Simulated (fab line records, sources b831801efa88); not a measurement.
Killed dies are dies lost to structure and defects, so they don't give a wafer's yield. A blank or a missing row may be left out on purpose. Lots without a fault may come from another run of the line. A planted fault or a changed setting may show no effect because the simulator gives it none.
Problem report in the 8D (eight disciplines) form, filled by code | flow sky130 | the parts of the form that need people (team, actions taken, sign-off) are left out

1. THE PROBLEM
beam_energy_keV at SKY_SONOS_TUNNEL_IMPLANT_09 reads a mean of 20.797 on 6 wafers of 2 lots; wafers without a fault read 20.000 with a standard deviation of 0.0058. That is +99 or more standard deviations from the usual mean.
First seen on wafer L216.2, day 14 07:48, on implanter-03. The record holds 39 wafers of 13 lots with a number at this step. Rule for "out", or "out of limits": more than 4 standard deviations from the usual mean. The other wafers with a number count as sound.

2. WHAT IT IS AND WHAT IT IS NOT
question                    | is                     | is not
which readings at this step | beam_energy_keV        | -
which lots                  | L216, L218             | L207, L209, L221, L222, L223, L224, L226, L227, L228, L229, L230
which wafers of those lots  | all that have a number | -
read on which tools         | implanter-03           | implanter-02, implanter-04
when                        | from day 14 07:48      | up to then (6 sound wafers); but 27 sound wafers of L221, L222, L223, L224, L226, L227, L228, L229, L230 came after

3. SUSPECTS, AND WHAT RULES EACH OUT
Counting: a tool at a process step up to the reading stays a suspect if it ran every lot that is out and no sound lot after the first of them.
- implanter-03 at SKY_SONOS_TUNNEL_IMPLANT_09: ruled out as a lasting fault. Sound lots L224, L227 ran on it after its first lot that is out, L216 (day 14 07:48).
Left after counting: nothing in the record.

4. THE CAUSE (what the simulator had put in)
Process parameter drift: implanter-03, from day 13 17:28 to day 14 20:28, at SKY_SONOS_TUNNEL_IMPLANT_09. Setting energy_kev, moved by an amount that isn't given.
Counting ruled it out, wrongly.

5. THE CHAIN OF EFFECTS, in route order
Each row: a reading whose mean over the struck wafers that have a number lies more than 3 standard deviations from the usual. Only readings for which the record gives a usual standard deviation are gone through. hours: the time from each lot's start at the first step in this table that gives one to its start at this step, as a median over the lots. sigmas: the change in usual standard deviations.
hours | step                        | reading         | usual  | on struck wafers | change | sigmas
0     | SKY_SONOS_TUNNEL_IMPLANT_09 | beam_energy_keV | 20.000 | 20.797           | +0.797 | +99 or more
The process steps in it:
- SKY_SONOS_TUNNEL_IMPLANT_09

6. WHAT WOULD HAVE CAUGHT IT SOONER
In this record the first reading out of limits was taken at day 14 07:48, 14 hours after the fault began at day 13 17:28.
